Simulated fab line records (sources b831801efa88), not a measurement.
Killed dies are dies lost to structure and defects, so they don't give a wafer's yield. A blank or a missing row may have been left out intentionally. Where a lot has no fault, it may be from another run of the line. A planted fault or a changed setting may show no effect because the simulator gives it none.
The tool behind it: which one? :: flow gf180mcu :: Sampling: 24 lots, 72 wafers, 5 of 602 route steps

WHAT EACH GAUGE READ, for each wafer
GF_M2_CD_MEAS_14: target cd 280 nm. Usual: 279.8 nm for cd nm, sd 1.3.
lot: L074
measured: day 18 23:19
on: cd sem-01
cd nm (nm): 278.6 278.5 279.3
flag: 

lot: L075
measured: day 19 02:59
on: cd sem-01
cd nm (nm): 280.0 279.0 278.5
flag: 

lot: L076
measured: day 19 16:20
on: cd sem-02
cd nm (nm): 279.3 280.4 278.8
flag: 

lot: L077
measured: day 20 03:58
on: cd sem-01
cd nm (nm): 281.2 281.7 281.7
flag: 

lot: L078
measured: day 20 13:16
on: cd sem-02
cd nm (nm): 278.9 278.1 278.9
flag: 

lot: L079
measured: day 20 22:57
on: cd sem-01
cd nm (nm): 282.1 280.3 281.8
flag: 

lot: L080
measured: day 21 10:49
on: cd sem-01
cd nm (nm): 278.6 278.3 277.1
flag: 

lot: L081
measured: day 21 16:55
on: cd sem-01
cd nm (nm): 281.4 281.3 281.6
flag: 

lot: L082
measured: day 22 07:17
on: cd sem-02
cd nm (nm): 280.3 279.4 280.5
flag: 

lot: L083
measured: day 22 17:27
on: cd sem-01
cd nm (nm): 279.9 279.9 280.7
flag: 

lot: L084
measured: day 23 04:09
on: cd sem-01
cd nm (nm): 280.2 280.4 280.9
flag: 

lot: L085
measured: day 23 12:43
on: cd sem-02
cd nm (nm): 279.9 280.2 279.5
flag: 

lot: L086
measured: day 23 20:37
on: cd sem-02
cd nm (nm): 279.7 280.3 280.5
flag: 

lot: L087
measured: day 24 08:09
on: cd sem-02
cd nm (nm): 279.4 280.2 280.1
flag: 

lot: L088
measured: day 24 12:39
on: cd sem-01
cd nm (nm): 279.4 279.9 280.2
flag: 

lot: L089
measured: day 24 22:13
on: cd sem-02
cd nm (nm): 277.8 278.2 277.9
flag: 

lot: L090
measured: day 25 03:40
on: cd sem-02
cd nm (nm): 279.1 279.6 277.2
flag: 

lot: L091
measured: day 25 08:04
on: cd sem-01
cd nm (nm): 280.4 279.1 280.7
flag: 

lot: L092
measured: day 25 21:29
on: cd sem-01
cd nm (nm): 279.6 280.2 279.1
flag: 

lot: L093
measured: day 26 07:54
on: cd sem-02
cd nm (nm): 281.2 281.9 281.8
flag: 

lot: L094
measured: day 26 08:36
on: cd sem-01
cd nm (nm): 278.6 280.2 280.4
flag: 

lot: L095
measured: day 26 21:19
on: cd sem-01
cd nm (nm): 278.2 277.2 278.0
flag: 

lot: L096
measured: day 26 23:43
on: cd sem-01
cd nm (nm): 279.3 278.1 278.9
flag: 

lot: L097
measured: day 27 05:31
on: cd sem-02
cd nm (nm): 281.4 283.1 281.7
flag: 

GF_V5_RS_MEAS_24: the measuring method here is four-point-probe. Usual: V5_W_RS gives 0.328 ohm/sq (standard deviation 0.0035).
lot: L074
measured: day 27 01:03
on: film metro-02
V5_W_RS (ohm/sq): 0.329 0.329 0.327
flag: 

lot: L075
measured: day 27 03:13
on: film metro-03
V5_W_RS (ohm/sq): 0.330 0.326 0.328
flag: 

lot: L076
measured: day 27 18:57
on: film metro-03
V5_W_RS (ohm/sq): 0.325 0.321 0.325
flag: 

lot: L077
measured: day 27 23:42
on: film metro-01
V5_W_RS (ohm/sq): 0.328 0.329 0.327
flag: 

lot: L078
measured: day 28 06:50
on: film metro-01
V5_W_RS (ohm/sq): 0.326 0.326 0.321
flag: 

lot: L079
measured: day 28 16:07
on: film metro-01
V5_W_RS (ohm/sq): 0.327 0.322 0.325
flag: 

lot: L080
measured: day 29 00:01
on: film metro-03
V5_W_RS (ohm/sq): 0.333 0.336 0.334
flag: 

lot: L081
measured: day 29 06:05
on: film metro-03
V5_W_RS (ohm/sq): 0.329 0.327 0.328
flag: 

lot: L082
measured: day 29 17:35
on: film metro-01
V5_W_RS (ohm/sq): 0.330 0.328 0.331
flag: 

lot: L083
measured: day 30 03:05
on: film metro-01
V5_W_RS (ohm/sq): 0.327 0.328 0.323
flag: 

lot: L084
measured: day 30 10:39
on: film metro-03
V5_W_RS (ohm/sq): 0.324 0.328 0.331
flag: 

lot: L085
measured: day 30 19:02
on: film metro-01
V5_W_RS (ohm/sq): 0.327 0.330 0.323
flag: 

lot: L086
measured: day 31 02:16
on: film metro-02
V5_W_RS (ohm/sq): 0.329 0.322 0.325
flag: 

lot: L087
measured: day 31 08:49
on: film metro-03
V5_W_RS (ohm/sq): 0.326 0.335 0.325
flag: 

lot: L088
measured: day 31 13:12
on: film metro-02
V5_W_RS (ohm/sq): 0.322 0.322 0.329
flag: 

lot: L089
measured: day 31 20:56
on: film metro-01
V5_W_RS (ohm/sq): 0.328 0.331 0.328
flag: 

lot: L090
measured: day 32 00:29
on: film metro-02
V5_W_RS (ohm/sq): 0.328 0.324 0.324
flag: 

lot: L091
measured: day 32 06:26
on: film metro-02
V5_W_RS (ohm/sq): 0.321 0.321 0.329
flag: 

lot: L092
measured: day 32 14:19
on: film metro-01
V5_W_RS (ohm/sq): 0.333 0.332 0.327
flag: 

lot: L093
measured: day 32 23:48
on: film metro-01
V5_W_RS (ohm/sq): 0.329 0.328 0.327
flag: 

lot: L094
measured: day 33 01:05
on: film metro-01
V5_W_RS (ohm/sq): 0.329 0.328 0.330
flag: 

lot: L095
measured: day 33 09:02
on: film metro-01
V5_W_RS (ohm/sq): 0.329 0.332 0.333
flag: 

lot: L096
measured: day 33 13:16
on: film metro-01
V5_W_RS (ohm/sq): 0.323 0.329 0.330
flag: 

lot: L097
measured: day 33 16:27
on: film metro-02
V5_W_RS (ohm/sq): 0.327 0.331 0.329
flag: 

GF_TOP_METAL_OVL_MEAS_15. Usual: TOP_METAL_OVL gives 0.3 nm (standard deviation 1.3).
lot: L074
measured: day 27 22:25
on: overlay-02
TOP_METAL_OVL (nm): 0.8 0.8 -0.3
flag: 

lot: L075
measured: day 27 23:26
on: overlay-01
TOP_METAL_OVL (nm): -0.2 1.1 0.7
flag: 

lot: L076
measured: day 28 14:40
on: overlay-01
TOP_METAL_OVL (nm): 2.3 1.1 0.7
flag: 

lot: L077
measured: day 28 18:50
on: overlay-02
TOP_METAL_OVL (nm): 0.1 1.0 0.4
flag: 

lot: L078
measured: day 29 02:59
on: overlay-01
TOP_METAL_OVL (nm): -0.2 -0.1 -1.9
flag: 

lot: L079
measured: day 29 12:04
on: overlay-02
TOP_METAL_OVL (nm): 1.3 2.2 0.1
flag: 

lot: L080
measured: day 29 19:49
on: overlay-02
TOP_METAL_OVL (nm): -2.8 -0.3 -2.6
flag: 

lot: L081
measured: day 30 00:39
on: overlay-01
TOP_METAL_OVL (nm): 0.1 -0.3 1.3
flag: 

lot: L082
measured: day 30 12:32
on: overlay-01
TOP_METAL_OVL (nm): 0.9 1.6 2.6
flag: 

lot: L083
measured: day 30 21:44
on: overlay-02
TOP_METAL_OVL (nm): 0.4 -2.3 0.6
flag: 

lot: L084
measured: day 31 05:05
on: overlay-02
TOP_METAL_OVL (nm): -1.3 -1.0 0.7
flag: 

lot: L085
measured: day 31 13:09
on: overlay-02
TOP_METAL_OVL (nm): -1.9 -1.4 -0.5
flag: 

lot: L086
measured: day 31 20:16
on: overlay-02
TOP_METAL_OVL (nm): 0.5 -0.1 -0.3
flag: 

lot: L087
measured: day 32 02:12
on: overlay-01
TOP_METAL_OVL (nm): 2.8 0.4 3.0
flag: 

lot: L088
measured: day 32 06:59
on: overlay-01
TOP_METAL_OVL (nm): 1.1 -0.3 2.0
flag: 

lot: L089
measured: day 32 14:15
on: overlay-01
TOP_METAL_OVL (nm): 0.8 0.8 -0.2
flag: 

lot: L090
measured: day 32 16:55
on: overlay-01
TOP_METAL_OVL (nm): 2.2 0.4 1.0
flag: 

lot: L091
measured: day 32 23:22
on: overlay-01
TOP_METAL_OVL (nm): -1.5 0.8 -0.3
flag: 

lot: L092
measured: day 33 06:41
on: overlay-02
TOP_METAL_OVL (nm): 0.5 2.8 -0.2
flag: 

lot: L093
measured: day 33 16:39
on: overlay-02
TOP_METAL_OVL (nm): 0.0 -0.3 1.0
flag: 

lot: L094
measured: day 33 17:38
on: overlay-02
TOP_METAL_OVL (nm): 0.9 1.0 -1.6
flag: 

lot: L095
measured: day 34 00:40
on: overlay-02
TOP_METAL_OVL (nm): -1.9 -1.2 -1.3
flag: 

lot: L096
measured: day 34 05:42
on: overlay-01
TOP_METAL_OVL (nm): 0.9 0.3 0.1
flag: 

lot: L097
measured: day 34 07:31
on: overlay-02
TOP_METAL_OVL (nm): 1.0 -0.2 0.8
flag: 

EACH LOT AND THE TOOL THAT RAN IT (in order: tool; ch and the chambers of the sampled wafers; start)
lot: L074
GF_HV_LDD_STRIP_37: plasma asher-01 ch 0,1, day 11 12:53
GF_V2_CVD_23: cvd w-02 ch 0,1, day 20 01:31

lot: L075
GF_HV_LDD_STRIP_37: plasma asher-01 ch 0,1, day 11 17:37
GF_V2_CVD_23: cvd w-01 ch 0,1, day 20 05:23

lot: L076
GF_HV_LDD_STRIP_37: plasma asher-01 ch 0,1, day 12 04:38
GF_V2_CVD_23: cvd w-01 ch 0,1, day 20 18:38

lot: L077
GF_HV_LDD_STRIP_37: plasma asher-02 ch 0,1, day 12 12:03
GF_V2_CVD_23: cvd w-02 ch 0,1, day 21 06:17

lot: L078
GF_HV_LDD_STRIP_37: plasma asher-01 ch 0, day 12 18:35
GF_V2_CVD_23: cvd w-02 ch 0,1, day 21 15:16

lot: L079
GF_HV_LDD_STRIP_37: plasma asher-02 ch 0,1, day 13 02:45
GF_V2_CVD_23: cvd w-01 ch 0,1, day 22 00:31

lot: L080
GF_HV_LDD_STRIP_37: plasma asher-04 ch 0,1, day 13 13:03
GF_V2_CVD_23: cvd w-01 ch 0,1, day 22 12:32

lot: L081
GF_HV_LDD_STRIP_37: plasma asher-01 ch 0,1, day 13 15:17
GF_V2_CVD_23: cvd w-02 ch 0,1, day 22 17:46

lot: L082
GF_HV_LDD_STRIP_37: plasma asher-04 ch 0,1, day 14 07:17
GF_V2_CVD_23: cvd w-01 ch 0,1, day 23 09:25

lot: L083
GF_HV_LDD_STRIP_37: plasma asher-04 ch 0,1, day 14 14:30
GF_V2_CVD_23: cvd w-02 ch 0,1, day 23 18:44

lot: L084
GF_HV_LDD_STRIP_37: plasma asher-01 ch 0,1, day 15 01:04
GF_V2_CVD_23: cvd w-01 ch 0,1, day 24 04:45

lot: L085
GF_HV_LDD_STRIP_37: plasma asher-04 ch 0,1, day 15 08:29
GF_V2_CVD_23: cvd w-02 ch 0,1, day 24 13:56

lot: L086
GF_HV_LDD_STRIP_37: plasma asher-02 ch 0,1, day 15 17:28
GF_V2_CVD_23: cvd w-01 ch 0,1, day 24 21:08

lot: L087
GF_HV_LDD_STRIP_37: plasma asher-02 ch 0,1, day 16 03:52
GF_V2_CVD_23: cvd w-02 ch 0,1, day 25 07:43

lot: L088
GF_HV_LDD_STRIP_37: plasma asher-04 ch 0,1, day 16 04:10
GF_V2_CVD_23: cvd w-02 ch 0,1, day 25 11:35

lot: L089
GF_HV_LDD_STRIP_37: plasma asher-04 ch 0,1, day 16 16:18
GF_V2_CVD_23: cvd w-02 ch 0,1, day 25 23:48

lot: L090
GF_HV_LDD_STRIP_37: plasma asher-01 ch 0,1, day 17 01:30
GF_V2_CVD_23: cvd w-01 ch 0,1, day 26 02:41

lot: L091
GF_HV_LDD_STRIP_37: plasma asher-02 ch 0,1, day 17 03:44
GF_V2_CVD_23: cvd w-01 ch 0,1, day 26 07:50

lot: L092
GF_HV_LDD_STRIP_37: plasma asher-01 ch 0,1, day 17 15:35
GF_V2_CVD_23: cvd w-01 ch 0, day 26 19:37

lot: L093
GF_HV_LDD_STRIP_37: plasma asher-02 ch 0,1, day 18 06:05
GF_V2_CVD_23: cvd w-01 ch 0,1, day 27 06:47

lot: L094
GF_HV_LDD_STRIP_37: plasma asher-01 ch 0,1, day 18 06:34
GF_V2_CVD_23: cvd w-02 ch 1, day 27 06:25

lot: L095
GF_HV_LDD_STRIP_37: plasma asher-01 ch 0,1, day 18 20:41
GF_V2_CVD_23: cvd w-02 ch 0,1, day 27 19:23

lot: L096
GF_HV_LDD_STRIP_37: plasma asher-02 ch 0,1, day 19 00:25
GF_V2_CVD_23: cvd w-01 ch 0,1, day 27 21:59

lot: L097
GF_HV_LDD_STRIP_37: plasma asher-04 ch 0,1, day 19 08:20
GF_V2_CVD_23: cvd w-02 ch 0,1, day 28 03:05
- GF_HV_LDD_STRIP_37: strips in O2/N2.
- GF_V2_CVD_23: deposits W, target thk 350 nm, time 104.94 s.

WHAT THE TOOLS THEMSELVES READ (means of the sampled wafers that have a number; where no wafer has one, the mark that the record gives instead)
GF_HV_LDD_STRIP_37. Usual: drypump motor current A 5.7 A, standard deviation 0.47; heater power w 321 W, standard deviation 33; n2 flow sccm 300.1 sccm, standard deviation 0.98; oes product au 0.716 a.u., standard deviation 0.0047; strip time to endpoint s 12.64 s, standard deviation 0.04.
lot: L074
tool: plasma asher-01
drypump motor current A (A): 5.6
heater power w (W): 301
n2 flow sccm (sccm): 300.2
oes product au (a.u.): 0.715
strip time to endpoint s (s): 12.70
flag: 

lot: L075
tool: plasma asher-01
drypump motor current A (A): 5.6
heater power w (W): 305
n2 flow sccm (sccm): 299.7
oes product au (a.u.): 0.715
strip time to endpoint s (s): 12.69
flag: 

lot: L076
tool: plasma asher-01
drypump motor current A (A): 5.7
heater power w (W): 297
n2 flow sccm (sccm): 300.2
oes product au (a.u.): 0.719
strip time to endpoint s (s): 12.62
flag: 

lot: L077
tool: plasma asher-02
drypump motor current A (A): 5.9
heater power w (W): 361
n2 flow sccm (sccm): 300.0
oes product au (a.u.): 0.716
strip time to endpoint s (s): 12.66
flag: 

lot: L078
tool: plasma asher-01
drypump motor current A (A): 5.6
heater power w (W): 296
n2 flow sccm (sccm): 299.9
oes product au (a.u.): 0.718
strip time to endpoint s (s): 12.65
flag: 

lot: L079
tool: plasma asher-02
drypump motor current A (A): 5.8
heater power w (W): 370
n2 flow sccm (sccm): 301.5
oes product au (a.u.): 0.714
strip time to endpoint s (s): 12.71
flag: 

lot: L080
tool: plasma asher-04
drypump motor current A (A): 5.4
heater power w (W): 297
n2 flow sccm (sccm): 299.7
oes product au (a.u.): 0.717
strip time to endpoint s (s): 12.60
flag: 

lot: L081
tool: plasma asher-01
drypump motor current A (A): 5.6
heater power w (W): 299
n2 flow sccm (sccm): 299.5
oes product au (a.u.): 0.717
strip time to endpoint s (s): 12.68
flag: 

lot: L082
tool: plasma asher-04
drypump motor current A (A): 5.9
heater power w (W): 312
n2 flow sccm (sccm): 300.4
oes product au (a.u.): 0.718
strip time to endpoint s (s): 12.57
flag: 

lot: L083
tool: plasma asher-04
drypump motor current A (A): 5.4
heater power w (W): 297
n2 flow sccm (sccm): 300.1
oes product au (a.u.): 0.716
strip time to endpoint s (s): 12.59
flag: 

lot: L084
tool: plasma asher-01
drypump motor current A (A): 5.6
heater power w (W): 300
n2 flow sccm (sccm): 299.2
oes product au (a.u.): 0.719
strip time to endpoint s (s): 12.61
flag: 

lot: L085
tool: plasma asher-04
drypump motor current A (A): 5.8
heater power w (W): 307
n2 flow sccm (sccm): 300.1
oes product au (a.u.): 0.717
strip time to endpoint s (s): 12.60
flag: 

lot: L086
tool: plasma asher-02
drypump motor current A (A): 6.1
heater power w (W): 364
n2 flow sccm (sccm): 299.3
oes product au (a.u.): 0.715
strip time to endpoint s (s): 12.69
flag: 

lot: L087
tool: plasma asher-02
drypump motor current A (A): 6.1
heater power w (W): 373
n2 flow sccm (sccm): 301.0
oes product au (a.u.): 0.715
strip time to endpoint s (s): 12.65
flag: 

lot: L088
tool: plasma asher-04
drypump motor current A (A): 5.8
heater power w (W): 309
n2 flow sccm (sccm): 299.6
oes product au (a.u.): 0.717
strip time to endpoint s (s): 12.63
flag: 

lot: L089
tool: plasma asher-04
drypump motor current A (A): 5.4
heater power w (W): 298
n2 flow sccm (sccm): 299.0
oes product au (a.u.): 0.713
strip time to endpoint s (s): 12.63
flag: 

lot: L090
tool: plasma asher-01
drypump motor current A (A): 5.6
heater power w (W): 298
n2 flow sccm (sccm): 299.5
oes product au (a.u.): 0.721
strip time to endpoint s (s): 12.63
flag: 

lot: L091
tool: plasma asher-02
drypump motor current A (A): 5.8
heater power w (W): 371
n2 flow sccm (sccm): 299.8
oes product au (a.u.): 0.717
strip time to endpoint s (s): 12.63
flag: 

lot: L092
tool: plasma asher-01
drypump motor current A (A): 5.6
heater power w (W): 298
n2 flow sccm (sccm): 300.2
oes product au (a.u.): 0.719
strip time to endpoint s (s): 12.62
flag: 

lot: L093
tool: plasma asher-02
drypump motor current A (A): 6.1
heater power w (W): 369
n2 flow sccm (sccm): 299.8
oes product au (a.u.): 0.716
strip time to endpoint s (s): 12.66
flag: 

lot: L094
tool: plasma asher-01
drypump motor current A (A): 5.6
heater power w (W): 298
n2 flow sccm (sccm): 299.9
oes product au (a.u.): 0.715
strip time to endpoint s (s): 12.61
flag: 

lot: L095
tool: plasma asher-01
drypump motor current A (A): 5.6
heater power w (W): 297
n2 flow sccm (sccm): 300.0
oes product au (a.u.): 0.715
strip time to endpoint s (s): 12.66
flag: 

lot: L096
tool: plasma asher-02
drypump motor current A (A): 5.8
heater power w (W): 372
n2 flow sccm (sccm): 300.9
oes product au (a.u.): 0.715
strip time to endpoint s (s): 12.66
flag: 

lot: L097
tool: plasma asher-04
drypump motor current A (A): 5.4
heater power w (W): 282
n2 flow sccm (sccm): 299.6
oes product au (a.u.): 0.711
strip time to endpoint s (s): 12.62
flag: 

GF_V2_CVD_23. Usual: 910 W for heater power w, sd 59.
lot: L074
tool: cvd w-02
heater power w (W): 877
flag: 

lot: L075
tool: cvd w-01
heater power w (W): 907
flag: 

lot: L076
tool: cvd w-01
heater power w (W): 951
flag: 

lot: L077
tool: cvd w-02
heater power w (W): 894
flag: 

lot: L078
tool: cvd w-02
heater power w (W): 871
flag: 

lot: L079
tool: cvd w-01
heater power w (W): 905
flag: 

lot: L080
tool: cvd w-01
heater power w (W): 913
flag: 

lot: L081
tool: cvd w-02
heater power w (W): 892
flag: 

lot: L082
tool: cvd w-01
heater power w (W): 918
flag: 

lot: L083
tool: cvd w-02
heater power w (W): 883
flag: 

lot: L084
tool: cvd w-01
heater power w (W): 909
flag: 

lot: L085
tool: cvd w-02
heater power w (W): 870
flag: 

lot: L086
tool: cvd w-01
heater power w (W): 911
flag: 

lot: L087
tool: cvd w-02
heater power w (W): 882
flag: 

lot: L088
tool: cvd w-02
heater power w (W): 875
flag: 

lot: L089
tool: cvd w-02
heater power w (W): 889
flag: 

lot: L090
tool: cvd w-01
heater power w (W): 920
flag: 

lot: L091
tool: cvd w-01
heater power w (W): 946
flag: 

lot: L092
tool: cvd w-01
heater power w (W): 868
flag: 

lot: L093
tool: cvd w-01
heater power w (W): 935
flag: 

lot: L094
tool: cvd w-02
heater power w (W): 899
flag: 

lot: L095
tool: cvd w-02
heater power w (W): 876
flag: 

lot: L096
tool: cvd w-01
heater power w (W): 976
flag: 

lot: L097
tool: cvd w-02
heater power w (W): 880
flag: 

THE ANSWER, worked out from the rows above alone
Rule: lot off if the mean of its wafers having a number is beyond 3 standard deviations from the usual mean. A lot without any number at a reading at which 4 lots or more have one is off too. Where the step has rows for the other lots, those lots are counted as sound. The gauges are gone through in route order, then the tools' own readings, and for those a lot's mean is taken as printed above. The first step at which some lot is off is used, and at that step the reading that is off furthest; a lot without a number counts as furthest.
Across all readings shown, no lot is off: no conclusion can be drawn from this.

WHAT HAD BEEN PUT IN BY THE SIMULATOR
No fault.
